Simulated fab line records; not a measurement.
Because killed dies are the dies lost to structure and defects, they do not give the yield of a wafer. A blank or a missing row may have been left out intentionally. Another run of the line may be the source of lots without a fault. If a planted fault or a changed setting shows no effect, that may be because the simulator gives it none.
fab line records + flow gf180mcu
record:
- lots: 12
- wafers: 33
- last_day: 34
route steps=602 shown STI@1 DNWELL@34 NWELL@53 LVPWELL@65 MVSD@77 MVPSD@85
lots that met no fault: from a run of the same line without faults
start_h: hours from the record's first day to the start of the lot's first wafer shown + wait_h: hours since the lot's step before + " same as the row above + L1.1+2: a row that stands for several wafers + - either no value or no given start + * or withheld: withheld + < > ~ a bound
route shown NAME@n: names a module that has steps shown in the file, with the first one's number in the route + usual: mean/standard deviation of fault-free wafers + same: alike in all rows + chamber/n: place in a boat + sites: per-site readings + _std_site: their standard deviation + _edge_site: inner sites' mean taken away from outer sites' mean + radius_mm: for every site, how far away it sits from the centre of the wafer + mask NAME#n: copy n + behind: the last tool/chamber to shape the wafer + hold: why the lot went on hold/how many hours it stayed there/how the hold came to an end + device: names the non-switching transistor (n, p or np) + end of line: the tests these same wafers got at the end of their route + a step with no rows: only its recipe + killed: at the first sort, the dies lost to defects and structure; wafer yield is something else + map: the dies of a wafer, with x for killed, . for not killed, _ for no die there
set.NAME: setting as actually run; set.NAME@STEP: the setting as run at that earlier step + model.NAME: the simulator's own value behind a step, which no gauge read
one table for each step of the route and one row for each wafer, over a sample of lots
services: from which hour (start_h, from the record's first day; less than 0 if before it) a tool's chamber was out of use, for how many hours, and why
== steps ==
step: GF_STI_BOW_MEAS_00
recipe:
- mode: bow
usual:
- INCOMING_BOW: 0/6.7
| lot.wafer | tool          | chamber | start_h | wait_h | INCOMING_BOW[um] |
|-----------|---------------|---------|---------|--------|------------------|
| L340.1    | film_metro-01 | -       | 15.00   | -      | 19               |
| L340.2    | "             | -       | "       | "      | -1               |
| L340.3    | "             | -       | "       | "      | -5               |
| L341.1    | film_metro-01 | -       | 20.00   | -      | 2                |
| L341.3    | "             | -       | "       | "      | 3                |
| L341.4    | "             | -       | "       | "      | 10               |
| L343.1    | film_metro-01 | -       | 30.00   | -      | 5                |
| L343.2    | "             | -       | "       | "      | -1               |
| L343.3    | "             | -       | "       | "      | 8                |
| L344.2    | film_metro-03 | -       | 35.02   | -      | 0                |
| L344.3    | "             | -       | "       | "      | 5                |
| L344.5    | "             | -       | "       | "      | 4                |
| L345.4    | film_metro-02 | -       | 40.06   | -      | -2               |
| L345.5    | "             | -       | "       | "      | 0                |
| L345.6    | "             | -       | "       | "      | 20               |
| L346.1    | film_metro-01 | -       | 45.00   | -      | -3               |
| L346.2    | "             | -       | "       | "      | 4                |
| L346.4    | "             | -       | "       | "      | -4               |
| L352.3    | film_metro-02 | -       | 75.04   | -      | 5                |
| L352.5    | "             | -       | "       | "      | 11               |
| L354.3    | film_metro-01 | -       | 85.04   | -      | -3               |
| L354.6    | "             | -       | "       | "      | 1                |
| L355.5    | film_metro-01 | -       | 90.08   | -      | 4                |
| L355.6    | "             | -       | "       | "      | 5                |
| L356.1    | film_metro-01 | -       | 95.00   | -      | -13              |
| L356.2    | "             | -       | "       | "      | 0                |
| L356.3    | "             | -       | "       | "      | 12               |
| L359.2    | film_metro-01 | -       | 110.02  | -      | -7               |
| L359.3    | "             | -       | "       | "      | -9               |
| L359.4    | "             | -       | "       | "      | 2                |
| L361.1    | film_metro-01 | -       | 120.00  | -      | -2               |
| L361.3    | "             | -       | "       | "      | -10              |
| L361.6    | "             | -       | "       | "      | 5                |
step: GF_STI_THK_MEAS_02
recipe:
- reads: SiO2_of_STI_OXIDATION_01
usual:
- STI_OXIDATION_THK: 9.99/0.15
| lot.wafer | tool          | chamber | start_h | wait_h | STI_OXIDATION_THK[nm] |
|-----------|---------------|---------|---------|--------|-----------------------|
| L340.1    | film_metro-02 | -       | 17.10   | 0.0    | 9.97                  |
| L340.2    | "             | -       | "       | "      | 10.04                 |
| L340.3    | "             | -       | "       | "      | 10.19                 |
| L341.1    | film_metro-02 | -       | 22.79   | 0.0    | 10.11                 |
| L341.3    | "             | -       | "       | "      | 9.98                  |
| L341.4    | "             | -       | "       | "      | 9.82                  |
| L343.1    | film_metro-02 | -       | 31.51   | 0.0    | 9.99                  |
| L343.2    | "             | -       | "       | "      | 10.22                 |
| L343.3    | "             | -       | "       | "      | 9.98                  |
| L344.2    | film_metro-03 | -       | 36.52   | 0.0    | 9.80                  |
| L344.3    | "             | -       | "       | "      | 9.84                  |
| L344.5    | "             | -       | "       | "      | 9.99                  |
| L345.4    | film_metro-03 | -       | 41.54   | 0.0    | 10.01                 |
| L345.5    | "             | -       | "       | "      | 9.95                  |
| L345.6    | "             | -       | "       | "      | 9.94                  |
| L346.1    | film_metro-01 | -       | 46.51   | 0.0    | 9.96                  |
| L346.2    | "             | -       | "       | "      | 9.84                  |
| L346.4    | "             | -       | "       | "      | 9.96                  |
| L352.3    | film_metro-01 | -       | 77.84   | 0.0    | 9.71                  |
| L352.5    | "             | -       | "       | "      | 9.79                  |
| L354.3    | film_metro-02 | -       | 86.89   | 0.0    | 9.68                  |
| L354.6    | "             | -       | "       | "      | 9.85                  |
| L355.5    | film_metro-03 | -       | 91.55   | 0.0    | 10.19                 |
| L355.6    | "             | -       | "       | "      | 10.22                 |
| L356.1    | film_metro-01 | -       | 97.97   | 0.0    | 9.97                  |
| L356.2    | "             | -       | "       | "      | 10.12                 |
| L356.3    | "             | -       | "       | "      | 10.01                 |
| L359.2    | film_metro-02 | -       | 116.12  | 0.0    | 10.21                 |
| L359.3    | "             | -       | "       | "      | 10.14                 |
| L359.4    | "             | -       | "       | "      | 10.03                 |
| L361.1    | film_metro-02 | -       | 125.77  | 0.0    | 10.06                 |
| L361.3    | "             | -       | "       | "      | 10.04                 |
| L361.6    | "             | -       | "       | "      | 9.94                  |
step: GF_DNWELL_COAT_02
recipe:
- spin_rpm: 2000
- resist_thk_nm: 3000
usual:
- resist_line_temp_C: 23.00/0.12
| lot.wafer | tool           | chamber | start_h | wait_h | resist_line_temp_C |
|-----------|----------------|---------|---------|--------|--------------------|
| L340.1    | litho_track-02 | 0       | 40.68   | 0.1    | 22.90              |
| L340.2    | "              | 0       | "       | "      | 22.84              |
| L340.3    | "              | 0       | "       | "      | 23.04              |
| L341.1    | litho_track-02 | 0       | 47.63   | 0.1    | 22.93              |
| L341.3    | "              | 0       | "       | "      | 23.10              |
| L341.4    | "              | 0       | "       | "      | 23.04              |
| L343.1    | litho_track-02 | 0       | 58.53   | 0.1    | 22.87              |
| L343.2    | "              | 0       | "       | "      | 23.05              |
| L343.3    | "              | 0       | "       | "      | 22.94              |
| L344.2    | litho_track-01 | 0       | 61.96   | 0.1    | 23.12              |
| L344.3    | "              | 0       | "       | "      | 23.26              |
| L344.5    | "              | 0       | "       | "      | 23.18              |
| L345.4    | litho_track-03 | 0       | 66.75   | 0.1    | 22.96              |
| L345.5    | "              | 0       | "       | "      | 23.07              |
| L345.6    | "              | 0       | "       | "      | 23.12              |
| L346.1    | litho_track-03 | 0       | 73.62   | 0.1    | 22.91              |
| L346.2    | "              | 0       | "       | "      | 22.88              |
| L346.4    | "              | 0       | "       | "      | 22.93              |
| L352.3    | litho_track-03 | 0       | 105.72  | 0.1    | 22.94              |
| L352.5    | "              | 0       | "       | "      | 22.87              |
| L354.3    | litho_track-03 | 0       | 121.17  | 0.1    | 22.87              |
| L354.6    | "              | 0       | "       | "      | 23.00              |
| L355.5    | litho_track-03 | 0       | 129.42  | 0.1    | 23.11              |
| L355.6    | "              | 0       | "       | "      | 23.10              |
| L356.1    | litho_track-02 | 0       | 139.78  | 0.1    | 22.98              |
| L356.2    | "              | 0       | "       | "      | 23.05              |
| L356.3    | "              | 0       | "       | "      | 23.06              |
| L359.2    | litho_track-01 | 0       | 150.56  | 0.1    | 23.05              |
| L359.3    | "              | 0       | "       | "      | 23.13              |
| L359.4    | "              | 0       | "       | "      | 23.25              |
| L361.1    | litho_track-01 | 0       | 160.29  | 0.1    | 23.20              |
| L361.3    | "              | 0       | "       | "      | 23.07              |
| L361.6    | "              | 0       | "       | "      | 23.13              |
step: GF_DNWELL_STRIP_08
recipe:
- chemistry: O2/N2
- power_w: 1400
- pressure_mtorr: 1500
- platen_temp_c: 250
- o2_flow_sccm: 3000
- n2_flow_sccm: 300
- overash_fraction: 0.5
usual:
- drypump_motor_current_A: 5.5/0.57
- heater_power_w: 349/34
- oes_product_au: 0.722/0.0047
- strip_time_to_endpoint_s: 37.02/0.098
| lot.wafer | tool            | chamber | start_h | wait_h | drypump_motor_current_A | heater_power_w | oes_product_au | rf_hours_counter_h | strip_time_to_endpoint_s |
|-----------|-----------------|---------|---------|--------|-------------------------|----------------|----------------|--------------------|--------------------------|
| L340.1    | plasma_asher-02 | 0       | 47.62   | 0.1    | 5.2                     | 334            | 0.730          | 42                 | 36.95                    |
| L340.2    | "               | 1       | "       | "      | 5.9                     | 317            | 0.724          | 42                 | 37.12                    |
| L340.3    | "               | 1       | "       | "      | 5.9                     | 317            | 0.719          | -                  | 37.12                    |
| L341.1    | plasma_asher-04 | 1       | 53.99   | 0.1    | 4.8                     | 405            | 0.721          | 36                 | 37.06                    |
| L341.3    | "               | 0       | "       | "      | 6.3                     | 332            | 0.721          | -                  | 37.00                    |
| L341.4    | "               | 1       | "       | "      | 4.8                     | 409            | 0.728          | -                  | 37.06                    |
| L343.1    | plasma_asher-04 | 0       | 65.58   | 0.1    | 6.3                     | 330            | 0.724          | 37                 | 36.94                    |
| L343.2    | "               | 1       | "       | "      | 4.8                     | 397            | 0.726          | 37                 | 37.11                    |
| L343.3    | "               | 0       | "       | "      | 6.3                     | 331            | 0.724          | -                  | 36.97                    |
| L344.2    | plasma_asher-03 | 1       | 68.47   | 0.1    | 5.3                     | 305            | 0.717          | 27                 | 37.04                    |
| L344.3    | "               | 0       | "       | "      | 5.5                     | 375            | 0.720          | -                  | 37.07                    |
| L344.5    | "               | 1       | "       | "      | 5.3                     | 314            | 0.734          | -                  | 37.06                    |
| L345.4    | plasma_asher-04 | 0       | 74.17   | 0.1    | 6.3                     | 331            | 0.718          | -                  | 36.96                    |
| L345.5    | "               | 1       | "       | "      | 4.8                     | 398            | 0.723          | -                  | 36.99                    |
| L345.6    | "               | 0       | "       | "      | 6.3                     | 335            | 0.713          | -                  | 36.94                    |
| L346.1    | plasma_asher-04 | 0       | 80.53   | 0.1    | 6.3                     | 342            | 0.721          | 39                 | 36.93                    |
| L346.2    | "               | 1       | "       | "      | 4.8                     | 400            | 0.728          | 39                 | 36.87                    |
| L346.4    | "               | 0       | "       | "      | 6.2                     | 341            | 0.716          | -                  | 36.92                    |
| L352.3    | plasma_asher-03 | 0       | 112.62  | 0.1    | 5.6                     | 368            | 0.726          | -                  | 20.36                    |
| L352.5    | "               | 1       | "       | "      | 5.3                     | 318            | 0.710          | -                  | 20.37                    |
| L354.3    | plasma_asher-02 | 1       | 127.71  | 0.1    | 5.9                     | 320            | 0.719          | -                  | 20.35                    |
| L354.6    | "               | 0       | "       | "      | 5.2                     | 344            | 0.720          | -                  | 37.07                    |
| L355.5    | plasma_asher-04 | 1       | 136.51  | 0.1    | 4.8                     | 393            | 0.721          | -                  | 20.30                    |
| L355.6    | "               | 0       | "       | "      | 6.3                     | 333            | 0.722          | -                  | 37.05                    |
| L356.1    | plasma_asher-02 | 1       | 147.07  | 0.1    | 5.9                     | 308            | 0.730          | 3                  | 36.88                    |
| L356.2    | "               | 0       | "       | "      | 5.2                     | 342            | 0.727          | 3                  | 36.97                    |
| L356.3    | "               | 1       | "       | "      | 5.9                     | 320            | 0.724          | -                  | 36.97                    |
| L359.2    | plasma_asher-03 | 0       | 158.27  | 0.1    | 5.5                     | 361            | 0.730          | 37                 | 37.12                    |
| L359.3    | "               | 0       | "       | "      | 5.6                     | 372            | 0.721          | -                  | 37.13                    |
| L359.4    | "               | 1       | "       | "      | 5.2                     | 320            | 0.713          | -                  | 37.01                    |
| L361.1    | plasma_asher-04 | 1       | 168.82  | 0.1    | 4.8                     | 398            | 0.721          | 48                 | 37.34                    |
| L361.3    | "               | 0       | "       | "      | 6.3                     | 332            | 0.731          | -                  | 37.23                    |
| L361.6    | "               | 0       | "       | "      | 6.3                     | 336            | 0.730          | -                  | 37.25                    |
step: GF_NWELL_TW_MEAS_11
usual:
- NWELL_TW: 1562/17
| lot.wafer | tool          | chamber | start_h | wait_h | NWELL_TW |
|-----------|---------------|---------|---------|--------|----------|
| L340.1    | film_metro-03 | -       | 61.06   | 0.1    | 1588     |
| L340.2    | "             | -       | "       | "      | 1585     |
| L340.3    | "             | -       | "       | "      | 1594     |
| L341.1    | film_metro-04 | -       | 68.23   | 0.1    | 1557     |
| L341.3    | "             | -       | "       | "      | 1552     |
| L341.4    | "             | -       | "       | "      | 1553     |
| L343.1    | film_metro-02 | -       | 79.17   | 0.1    | 1592     |
| L343.2    | "             | -       | "       | "      | 1579     |
| L343.3    | "             | -       | "       | "      | 1579     |
| L344.2    | film_metro-04 | -       | 82.98   | 0.1    | 1545     |
| L344.3    | "             | -       | "       | "      | 1545     |
| L344.5    | "             | -       | "       | "      | 1543     |
| L345.4    | film_metro-04 | -       | 88.45   | 0.1    | 1539     |
| L345.5    | "             | -       | "       | "      | 1547     |
| L345.6    | "             | -       | "       | "      | 1548     |
| L346.1    | film_metro-02 | -       | 94.93   | 0.1    | 1580     |
| L346.2    | "             | -       | "       | "      | 1586     |
| L346.4    | "             | -       | "       | "      | 1580     |
| L352.3    | film_metro-02 | -       | 126.19  | 0.1    | 1890     |
| L352.5    | "             | -       | "       | "      | 1889     |
| L354.3    | film_metro-04 | -       | 142.79  | 0.1    | 1846     |
| L354.6    | "             | -       | "       | "      | 1545     |
| L355.5    | film_metro-04 | -       | 150.95  | 0.0    | 1853     |
| L355.6    | "             | -       | "       | "      | 1556     |
| L356.1    | film_metro-04 | -       | 162.46  | 0.1    | 1556     |
| L356.2    | "             | -       | "       | "      | 1548     |
| L356.3    | "             | -       | "       | "      | 1538     |
| L359.2    | film_metro-02 | -       | 175.48  | 0.1    | 1584     |
| L359.3    | "             | -       | "       | "      | 1577     |
| L359.4    | "             | -       | "       | "      | 1578     |
| L361.1    | film_metro-02 | -       | 185.22  | 0.1    | 1578     |
| L361.3    | "             | -       | "       | "      | 1577     |
| L361.6    | "             | -       | "       | "      | 1572     |
step: GF_LVPWELL_TW_MEAS_11
usual:
- LVPWELL_TW: 559/5.7
| lot.wafer | tool          | chamber | start_h | wait_h | LVPWELL_TW |
|-----------|---------------|---------|---------|--------|------------|
| L340.1    | film_metro-03 | -       | 74.97   | 0.1    | 561        |
| L340.2    | "             | -       | "       | "      | 562        |
| L340.3    | "             | -       | "       | "      | 559        |
| L341.1    | film_metro-04 | -       | 82.06   | 0.1    | 549        |
| L341.3    | "             | -       | "       | "      | 547        |
| L341.4    | "             | -       | "       | "      | 546        |
| L343.1    | film_metro-02 | -       | 93.21   | 0.1    | 564        |
| L343.2    | "             | -       | "       | "      | 563        |
| L343.3    | "             | -       | "       | "      | 564        |
| L344.2    | film_metro-03 | -       | 97.22   | 0.1    | 562        |
| L344.3    | "             | -       | "       | "      | 568        |
| L344.5    | "             | -       | "       | "      | 564        |
| L345.4    | film_metro-03 | -       | 102.64  | 0.1    | 565        |
| L345.5    | "             | -       | "       | "      | 564        |
| L345.6    | "             | -       | "       | "      | 564        |
| L346.1    | film_metro-04 | -       | 109.11  | 0.1    | 548        |
| L346.2    | "             | -       | "       | "      | 550        |
| L346.4    | "             | -       | "       | "      | 551        |
| L352.3    | film_metro-02 | -       | 140.63  | 0.1    | 1450       |
| L352.5    | "             | -       | "       | "      | 1449       |
| L354.3    | film_metro-03 | -       | 157.69  | 0.1    | 1437       |
| L354.6    | "             | -       | "       | "      | 562        |
| L355.5    | film_metro-04 | -       | 166.85  | 0.0    | 1409       |
| L355.6    | "             | -       | "       | "      | 547        |
| L356.1    | film_metro-02 | -       | 178.62  | 0.1    | 559        |
| L356.2    | "             | -       | "       | "      | 562        |
| L356.3    | "             | -       | "       | "      | 561        |
| L359.2    | film_metro-03 | -       | 191.76  | 0.1    | 560        |
| L359.3    | "             | -       | "       | "      | 556        |
| L359.4    | "             | -       | "       | "      | 555        |
| L361.1    | film_metro-02 | -       | 201.86  | 0.1    | 557        |
| L361.3    | "             | -       | "       | "      | 561        |
| L361.6    | "             | -       | "       | "      | 561        |
step: GF_MVSD_TW_MEAS_11
usual:
- MVSD_TW: 1572/17
| lot.wafer | tool          | chamber | start_h | wait_h | MVSD_TW |
|-----------|---------------|---------|---------|--------|---------|
| L340.1    | film_metro-02 | -       | 89.58   | 0.1    | 1600    |
| L340.2    | "             | -       | "       | "      | 1589    |
| L340.3    | "             | -       | "       | "      | 1591    |
| L341.1    | film_metro-04 | -       | 96.26   | 0.1    | 1556    |
| L341.3    | "             | -       | "       | "      | 1545    |
| L341.4    | "             | -       | "       | "      | 1551    |
| L343.1    | film_metro-04 | -       | 107.46  | 0.1    | 1548    |
| L343.2    | "             | -       | "       | "      | 1554    |
| L343.3    | "             | -       | "       | "      | 1559    |
| L344.2    | film_metro-04 | -       | 111.68  | 0.1    | 1548    |
| L344.3    | "             | -       | "       | "      | 1558    |
| L344.5    | "             | -       | "       | "      | 1552    |
| L345.4    | film_metro-02 | -       | 117.04  | 0.1    | 1585    |
| L345.5    | "             | -       | "       | "      | 1587    |
| L345.6    | "             | -       | "       | "      | 1596    |
| L346.1    | film_metro-03 | -       | 123.37  | 0.2    | 1589    |
| L346.2    | "             | -       | "       | "      | 1583    |
| L346.4    | "             | -       | "       | "      | 1580    |
| L352.3    | film_metro-02 | -       | 155.98  | 0.1    | 1891    |
| L352.5    | "             | -       | "       | "      | 1883    |
| L354.3    | film_metro-02 | -       | 174.18  | 0.1    | 1894    |
| L354.6    | "             | -       | "       | "      | 1590    |
| L355.5    | film_metro-03 | -       | 183.45  | 0.0    | 1877    |
| L355.6    | "             | -       | "       | "      | 1581    |
| L356.1    | film_metro-03 | -       | 195.62  | 0.1    | 1590    |
| L356.2    | "             | -       | "       | "      | 1591    |
| L356.3    | "             | -       | "       | "      | 1592    |
| L359.2    | film_metro-02 | -       | 209.32  | 0.1    | 1582    |
| L359.3    | "             | -       | "       | "      | 1590    |
| L359.4    | "             | -       | "       | "      | 1577    |
| L361.1    | film_metro-02 | -       | 219.46  | 0.1    | 1580    |
| L361.3    | "             | -       | "       | "      | 1583    |
| L361.6    | "             | -       | "       | "      | 1578    |
step: GF_MVPSD_OVL_MEAS_07
usual:
- MVPSD_OVL: -0.6/1.3
| lot.wafer | tool       | chamber | start_h | wait_h | MVPSD_OVL[nm] |
|-----------|------------|---------|---------|--------|---------------|
| L340.1    | overlay-01 | -       | 103.47  | -      | -0.9          |
| L340.2    | "          | -       | "       | "      | -2.9          |
| L340.3    | "          | -       | "       | "      | -1.2          |
| L341.1    | overlay-01 | -       | 110.22  | -      | 1.4           |
| L341.3    | "          | -       | "       | "      | 1.2           |
| L341.4    | "          | -       | "       | "      | 1.8           |
| L343.1    | overlay-01 | -       | 121.08  | -      | -0.6          |
| L343.2    | "          | -       | "       | "      | -0.7          |
| L343.3    | "          | -       | "       | "      | -0.7          |
| L344.2    | overlay-02 | -       | 125.39  | -      | 1.6           |
| L344.3    | "          | -       | "       | "      | 0.7           |
| L344.5    | "          | -       | "       | "      | 1.3           |
| L345.4    | overlay-02 | -       | 130.60  | -      | -2.4          |
| L345.5    | "          | -       | "       | "      | -0.2          |
| L345.6    | "          | -       | "       | "      | 0.3           |
| L346.1    | overlay-02 | -       | 136.48  | -      | -0.4          |
| L346.2    | "          | -       | "       | "      | -0.1          |
| L346.4    | "          | -       | "       | "      | 1.4           |
| L352.3    | overlay-02 | -       | 172.23  | -      | 1.0           |
| L352.5    | "          | -       | "       | "      | -0.8          |
| L354.3    | overlay-01 | -       | 189.43  | -      | -0.1          |
| L354.6    | "          | -       | "       | "      | 1.0           |
| L355.5    | overlay-01 | -       | 199.89  | -      | -1.0          |
| L355.6    | "          | -       | "       | "      | -2.3          |
| L356.1    | overlay-02 | -       | 212.99  | -      | -0.4          |
| L356.2    | "          | -       | "       | "      | 0.5           |
| L356.3    | "          | -       | "       | "      | -1.8          |
| L359.2    | overlay-01 | -       | 227.04  | -      | -0.2          |
| L359.3    | "          | -       | "       | "      | -0.5          |
| L359.4    | "          | -       | "       | "      | -1.4          |
| L361.1    | overlay-01 | -       | 237.68  | -      | -2.8          |
| L361.3    | "          | -       | "       | "      | -3.2          |
| L361.6    | "          | -       | "       | "      | -1.3          |
== services ==
| tool            | chamber | start_h | hours | kind       |
|-----------------|---------|---------|-------|------------|
| plasma_asher-03 | -       | 21.37   | 4.3   | pm         |
| plasma_asher-02 | -       | 24.44   | 2.8   | pm         |
| plasma_asher-03 | -       | 79.74   | 4.7   | repair     |
| plasma_asher-02 | -       | 108.75  | 9.0   | pm         |
| plasma_asher-02 | 0       | 108.75  | 9.0   | vent_cycle |
| plasma_asher-02 | 1       | 108.75  | 9.0   | vent_cycle |
| plasma_asher-02 | 0       | 117.75  | -     | clean      |
| plasma_asher-02 | 1       | 117.75  | -     | clean      |
| plasma_asher-04 | -       | 150.87  | 0.3   | repair     |
== key ==
first_sign:
- step: GF_DNWELL_STRIP_08
- reading: strip_time_to_endpoint_s
- direction: down
- sigmas: 99+
- usual: *
- struck: *
effect:
- step: GF_NWELL_TW_MEAS_11
- reading: NWELL_TW
- direction: up
- sigmas: 19
- usual: 1562
- struck: 1870
effect:
- step: GF_LVPWELL_TW_MEAS_11
- reading: LVPWELL_TW
- direction: up
- sigmas: 99+
- usual: 559
- struck: 1436
effect:
- step: GF_MVSD_TW_MEAS_11
- reading: MVSD_TW
- direction: up
- sigmas: 18
- usual: 1572
- struck: 1886
met_at GF_DNWELL_COAT_02
struck_lots L352,L354,L355
struck_wafers L352.3,L352.5,L354.3,L355.5
tester_left_out L352,L354,L355
not_acting_at GF_STI_BOW_MEAS_00,GF_STI_THK_MEAS_02,GF_MVPSD_OVL_MEAS_07
onset_between 73.62 105.72
fault:
- kind: process_parameter_drift
- tool: litho_track-03
- chamber: -
- onset_h: 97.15
- steps: GF_DNWELL_COAT_02
- channel: resist_thk_nm
- offset: *
- shape: step
- end_h: 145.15
- scope: struck_wafers_only
- acts_in: *
- stated: *
tester_left_out: of these lots the tester's yield and bins aren't shown, on N5 and GAA mostly nor the transistor test; their killed dies are dies lost to structure and defects alone, not to doping, threshold or leakage, so they don't give the yield
